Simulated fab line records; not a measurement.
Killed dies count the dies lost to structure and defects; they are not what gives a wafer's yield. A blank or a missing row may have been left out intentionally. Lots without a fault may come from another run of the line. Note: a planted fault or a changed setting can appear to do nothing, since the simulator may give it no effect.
Code-filled problem report in 8D (eight disciplines) form | flow sky130 | the parts of the form that need people (team, actions taken, sign-off) are left out
Where a reading is given only as a bound, like >300, the bound stands for it, and a mean or a difference that rests on one is marked > or <: the true number lies beyond.

== 1. THE ISSUE ==
CAPM_TIN_THK at SKY_CAPM_THK_MEAS_04 reads a mean of <0.0 nm on 9 wafers of 3 lots; wafers without a fault read 201.2 nm with a standard deviation of 2.6. That is <-77 standard deviations from the usual mean.
The step: measures by xrf.
First observed at day 40 04:26: wafer L831.2, on filmMetro-01. The record holds 45 wafers of 15 lots with a number at this step. The rule behind "out" and "out of limits": a value lying over 4 standard deviations away from the usual mean. All remaining wafers that have a number are taken as sound.

== 2. WHAT IT IS; WHAT IT IS NOT ==
question                    | is                                       | is not
which readings at this step | CAPM_TIN_THK                             | -
which lots                  | L831, L832, L833                         | L819, L821, L823, L824, L826, L830, L834, L837, L838, L839, L840, L842
which wafers of those lots  | all that have a number                   | -
read on which gauges        | filmMetro-01, filmMetro-02, filmMetro-03 | -
when                        | from day 40 04:26                        | up to then (18 sound wafers); but 18 sound wafers of L834, L837, L838, L839, L840, L842 came after

== 3. SUSPECTS, AND WHAT RULES EACH OUT ==
Counting: a tool at any process step up to the reading remains a suspect when it ran all the lots that are out and ran no sound lot after the first of those.
- the gauge at SKY_CAPM_THK_MEAS_04 has been ruled out. 3 gauges (filmMetro-01, filmMetro-02, filmMetro-03) read the wafers that are out.
- pvdSputter-02 at SKY_CAPM_SPUTTER_02 (material TiN, target thk 200 nm, time 166.7 s): ruled out as a lasting fault. The sound lots L837, L838, L839, L840, L842 went through it after L831, its earliest lot that is out (day 40 04:12).
Left after counting: nothing in the record.

== 4. THE CAUSE (what the simulator had put in) ==
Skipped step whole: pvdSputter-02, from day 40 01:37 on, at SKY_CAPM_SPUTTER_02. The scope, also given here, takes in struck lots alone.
It was ruled out by counting, in error; the rule expects a fault to strike all lots run on its tool from its start on, and this fault did not.

== 5. THE EFFECT CHAIN, in route order ==
Each row: a reading where the mean over the struck wafers with a number is more than 3 standard deviations away from the usual. Scope: only readings with a usual standard deviation given in the record; hours: median across lots of the time from each lot's start at the first step in this table that gives one to its start at this step; sigmas: change in usual standard deviations.
hours | step                   | reading          | usual      | on struck wafers | change  | sigmas
0     | SKY_CAPM_THK_MEAS_04   | CAPM_TIN_THK     | 201.2 nm   | <0.0             | <-201.2 | <-77
24    | SKY_CAPM_METAL_ETCH_13 | oesProductAu     | 0.943 a.u. | 0.374            | -0.569  | -71
24    | SKY_CAPM_METAL_ETCH_13 | throttleValvePct | 21.902 %   | 22.265           | +0.363  | +37
Process steps it contains:
- SKY_CAPM_METAL_ETCH_13: etches TiN in Cl2/BCl3, stops on SiO2, target depth 220 nm, time 62.9 s.
Readings that are blank on the struck wafers while sound wafers have them: cathodeDcPowerW at SKY_CAPM_SPUTTER_02; chamberPressurePa at SKY_CAPM_SPUTTER_02; throttleValvePct at SKY_CAPM_SPUTTER_02; CAPM_TIN_RS at SKY_CAPM_RS_MEAS_03.

== 6. HOW IT WOULD HAVE BEEN CAUGHT EARLIER ==
3 hours passed between the start of the fault at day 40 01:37 and the first reading out of limits at a measuring or inspecting step in this record, taken at day 40 04:26.
Between SKY_CAPM_SPUTTER_02 and SKY_CAPM_THK_MEAS_04, SKY_CAPM_RS_MEAS_03 gave no CAPM_TIN_RS on the struck wafers, where sound wafers have one: a measuring or inspecting step that comes back empty is itself a sign.
At SKY_CAPM_SPUTTER_02 the tool's readings are blank on the struck wafers, where sound wafers have them: an empty tool record is the first sign, and it was there at once.
